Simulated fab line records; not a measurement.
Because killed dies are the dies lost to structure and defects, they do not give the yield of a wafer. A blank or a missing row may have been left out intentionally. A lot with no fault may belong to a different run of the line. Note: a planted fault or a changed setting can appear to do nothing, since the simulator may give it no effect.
Chamber matching -- flow sky130 -- SKY_METAL4_ETCH_17 on rie diel-02 has 4 sister chambers
The step etches SiO2 in C4F8/O2/Ar, stops on TiN, time 3.9 s, target depth 15 nm. 4 wafers are shown with their chamber, then 9 later ones without.

WAFERS WITH THEIR CHAMBER
wafer,chamber,oes product au (a.u.)
L083.2,0,0.750
L083.5,1,0.757
L090.5,2,0.759
L090.6,3,0.760

WAFERS MISSING THEIR CHAMBER
wafer,oes product au (a.u.)
L092.1,0.755
L092.4,0.760
L092.5,0.763
L094.3,0.754
L094.4,0.765
L094.6,0.751
L096.2,0.758
L096.3,0.759
L096.5,0.760

WHICH CHAMBER EACH WENT THROUGH
wafer,from the rows above,in truth
L092.1,can't be placed: 1 or 2 or 0 or 3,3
L092.4,can't be placed: 3 or 2 or 1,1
L092.5,can't be placed: 3 or 2 or 1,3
L094.3,can't be placed: 1 or 0 or 2 or 3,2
L094.4,can't be placed: 3 or 2 or 1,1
L094.6,0,0
L096.2,can't be placed: 1 or 2 or 3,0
L096.3,can't be placed: 2 or 3 or 1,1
L096.5,can't be placed: 3 or 2 or 1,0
Correct placement for 1 of the 9. These rows do not allow placing 8 (true chamber among the candidates in 6). Number placed wrongly: 0.
How it was worked out, from the rows above alone: a wafer's distance from a chamber is the root of the sum, over the readings, of the square of ((its reading less the chamber's mean) divided by the reading's scatter). If the next closest chamber is less than 2 further off than the closest, the wafer can't be placed; otherwise it belongs to the closest. The mean given for a chamber averages the wafers shown for that chamber. The scatter (one wafer shown for each chamber): square how far every hidden wafer sits from the nearest shown wafer, average those squares and take the square root.
